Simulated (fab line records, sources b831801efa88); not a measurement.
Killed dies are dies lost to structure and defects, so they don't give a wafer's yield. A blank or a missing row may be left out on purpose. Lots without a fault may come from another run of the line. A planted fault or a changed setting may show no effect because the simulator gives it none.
A struck lot beside a sound one | flow gf180mcu | 14 steps out of a route of 602
Sound: wafers L630.2, L630.4, L630.5. Struck: wafers L640.2, L640.3, L640.4. The cause comes at the end.
At each step with rows: each side's tool, then ch and its chambers, then its first start. Under that, the readings that differ: sound wafers | struck wafers | difference of the means | sigmas: that difference in standard deviations of wafers without a fault.
alike: readings whose means differ by less than 2 such deviations, and words and numbers that are the same on both sides. not compared: withheld readings, readings that some wafer has no value for, bounds like >300 that may hide the same value, and numbers for which the record gives no deviation and whose values overlap.
The two part at a step that has a row with sigmas, a row that says differs or no value, or rows on one side only. Numbers that don't overlap but have no deviation are shown without sigmas and don't part them. A reading that every wafer of one side lacks parts them only if that side has two wafers or more.

first, 4 steps without rows for these wafers: GF_HV_LDD_IMPLANT_33; GF_HV_LDD_IMPLANT_34; GF_HV_LDD_IMPLANT_35; GF_HV_LDD_IMPLANT_36.
GF_HV_LDD_STRIP_37: strips in O2/N2.
  sound on plasma_asher-02 ch 0,1, day 11 20:53; struck on plasma_asher-04 ch 0,1, day 15 05:44
  reading                      | sound             | struck            | difference | sigmas
  strip_time_to_endpoint_s (s) | 12.62 12.61 12.58 | 12.72 12.67 12.72 | +0.10      | +3
  alike: drypump_motor_current_A, heater_power_w, oes_product_au
  not compared: rf_hours_counter_h
GF_HV_LDD_TW_MEAS_38:
  sound on film_metro-02, day 11 20:59; struck on film_metro-04, day 15 05:50
  alike: HV_LDD_3_TW
then, 6 steps without rows for these wafers: GF_HV_LDD_DEHYDRATE_39 (time 60 s); GF_HV_LDD_HMDS_40 (prime time 60 s); GF_HV_LDD_COAT_41 (resist thk 1000 nm); GF_HV_LDD_SOFTBAKE_42 (time 60 s); GF_HV_LDD_EXPOSE_43 (exposes mask Pplus HV AREA, target cd 400 nm); GF_HV_LDD_PEB_44.
GF_HV_LDD_DEVELOP_45: develop time 60 s.
  sound on litho_track-04 ch 0, day 12 15:59; struck on litho_track-01, day 16 03:03
  no value came back on the struck wafers for chill_plate_temp_C (C), develop_time_s (s); on the sound wafers chill_plate_temp_C (C) reads 23.03 22.84 23.06
GF_HV_LDD_CD_MEAS_46: target cd 400 nm.
  sound on cd_sem-01, day 12 16:08; struck on cd_sem-01, day 16 03:11
  reading    | sound             | struck | difference                    | sigmas
  cd_nm (nm) | 401.5 403.1 400.0 | - - -  | no value on the struck wafers |

WHERE THEY PART
First at GF_HV_LDD_STRIP_37; last, within this record, at GF_HV_LDD_CD_MEAS_46.

WHY: what the simulator had put in
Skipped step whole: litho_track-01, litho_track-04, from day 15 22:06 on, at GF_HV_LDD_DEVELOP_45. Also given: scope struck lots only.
